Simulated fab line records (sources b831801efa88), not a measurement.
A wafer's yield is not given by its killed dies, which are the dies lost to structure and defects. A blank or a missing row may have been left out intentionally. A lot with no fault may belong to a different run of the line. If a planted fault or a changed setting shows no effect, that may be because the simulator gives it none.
A lot that was struck, set against a sound lot | flow sky130 | 23 steps out of a route of 708
Sound: wafers L674.1, L674.2, L674.4. Wafers L666.1, L666.2, L666.5 were the ones struck. The cause is named last.
Per side, at each step with rows, come the tool, then ch with its chambers, and then its first start. Under that, the readings that differ: sound wafers | struck wafers | difference of the means | sigmas: that difference in standard deviations of wafers without a fault.
alike: readings whose means differ by less than 2 such deviations, and words and numbers that are the same on both sides. not compared: withheld readings, readings that some wafer has no value for, bounds like >300 that may hide the same value, and numbers for which the record gives no deviation and whose values overlap.
The two part at a step that has a row with sigmas, a row that says differs or no value, or rows on one side only. Non-overlapping numbers with no deviation appear without sigmas and do not part them. A reading that every wafer of one side lacks parts them only if that side has two wafers or more.

SKY_LOCAL_INTERCONNECT_STRIP_15: strips in O2/N2.
  sound on plasma_asher-03 ch 0,1, day 37 03:02; struck on plasma_asher-03 ch 0,1, day 34 15:53
  alike: drypump_motor_current_A, oes_product_au, strip_time_to_endpoint_s
  not compared: rf_hours_counter_h
then, 3 steps without rows for these wafers: SKY_LOCAL_INTERCONNECT_STRIP_16 (strips in post etch residue remover, time 1200 s); SKY_LOCAL_INTERCONNECT_CLEAN_17 (cleans in IPA, time 180 s); SKY_LOCAL_INTERCONNECT_CLEAN_18 (cleans in O3/DIW).
SKY_CONTACT_CVD_00: deposits Si3N4, target thk 75 nm.
  sound on pecvd-04 ch 0,1, day 37 03:37; struck on pecvd-03 ch 0,1,2, day 34 16:28
  alike: heater_power_w, susceptor_temp_C
SKY_CONTACT_THK_MEAS_01:
  sound on film_metro-03, day 37 03:40; struck on film_metro-02, day 34 16:31
  alike: CONTACT_CVD_00_THK
then, 1 step without rows for these wafers: SKY_CONTACT_HDPCVD_02 (deposits SiO2, target thk 565 nm, time 94.2 s).
SKY_CONTACT_THK_MEAS_03:
  sound on film_metro-01, day 37 03:48; struck on film_metro-03, day 34 16:38
  alike: CONTACT_HDPCVD_THK
SKY_CONTACT_CMP_04: polishes SiO2.
  sound on cmp-02 ch 1,2,3, day 37 03:52; struck on cmp-02 ch 1,2,3, day 34 16:54
  alike: edge_zone_pressure_frac, motor_current_A, time_to_endpoint_s
SKY_CONTACT_BOW_MEAS_05:
  sound on film_metro-02, day 37 04:10; struck on film_metro-01, day 34 17:09
  alike: CONTACT_BOW
then, 2 steps without rows for these wafers: SKY_CONTACT_DEHYDRATE_06 (time 60 s); SKY_CONTACT_HMDS_07 (prime time 60 s).
SKY_CONTACT_COAT_08: resist thk 60 nm.
  sound on litho_track-04 ch 0, day 37 17:07; struck on litho_track-01 ch 0, day 35 06:49
  reading              | sound                | struck               | difference | sigmas
  spin_speed_rpm (rpm) | 2997.4 2998.5 2999.6 | 3242.3 3241.0 3239.2 | +242.3     | +99 or more
  alike: dispense_pressure_kPa
then, 5 steps without rows for these wafers: SKY_CONTACT_COAT_09 (resist thk 450 nm); SKY_CONTACT_SOFTBAKE_10 (time 90 s); SKY_CONTACT_EXPOSE_11 (exposes mask CTM1, target cd 170 nm); SKY_CONTACT_PEB_12; SKY_CONTACT_DEVELOP_13 (develop time 60 s).
SKY_CONTACT_CD_MEAS_14 targets a cd of 170 nm.
  sound on cd_sem-02, day 38 05:31; struck on cd_sem-02, day 35 19:40
  alike: cd_nm
SKY_CONTACT_OVL_MEAS_15:
  sound on overlay-01, day 38 05:38; struck on overlay-02, day 35 19:47
  alike: CONTACT_OVL
SKY_CONTACT_ETCH_16: etches BARC in N2/H2, stops on SiO2, time 45.9 s, target depth 60 nm.
  sound on rie_diel-02 ch 0,1,3, day 38 05:41; struck on rie_diel-01 ch 0,2,3, day 35 19:50
  reading                  | sound             | struck            | difference | sigmas
  oes_product_au (a.u.)    | 0.856 0.846 0.853 | 0.838 0.837 0.841 | -0.013     | -3
  model.etch.depth_nm (nm) | 59.93 59.95 59.89 | 57.71 57.7 57.73  | -2.21      |
  alike: drypump_motor_current_A, throttle_valve_pct
  not compared: rf_hours_counter_h
SKY_CONTACT_ETCH_17: etches SiO2 in C4F8/O2/Ar, stops on Si3N4, target depth 340 nm.
  sound on rie_diel-02 ch 0,1,3, day 38 05:43; struck on rie_diel-01 ch 0,2,3, day 35 19:52
  alike: oes_product_au
-- the record jumps here: 13 days lie between the struck wafers' starts before and after (it left off in module CONTACT and takes up again in module PAD_OPEN, whose first step shown is number 708 of the route) --
SKY_PAD_OPEN_PROBE_99:
  rows exist in the record for the struck wafers here (prober-01, day 48 22:56), but not for the sound ones

== WHERE THEY PART ==
Earliest at SKY_CONTACT_COAT_08; latest, in this record, at SKY_PAD_OPEN_PROBE_99.

WHY: what had been put in by the simulator
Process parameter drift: litho_track-01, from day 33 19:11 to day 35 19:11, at SKY_CONTACT_COAT_08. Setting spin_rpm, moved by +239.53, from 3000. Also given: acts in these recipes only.
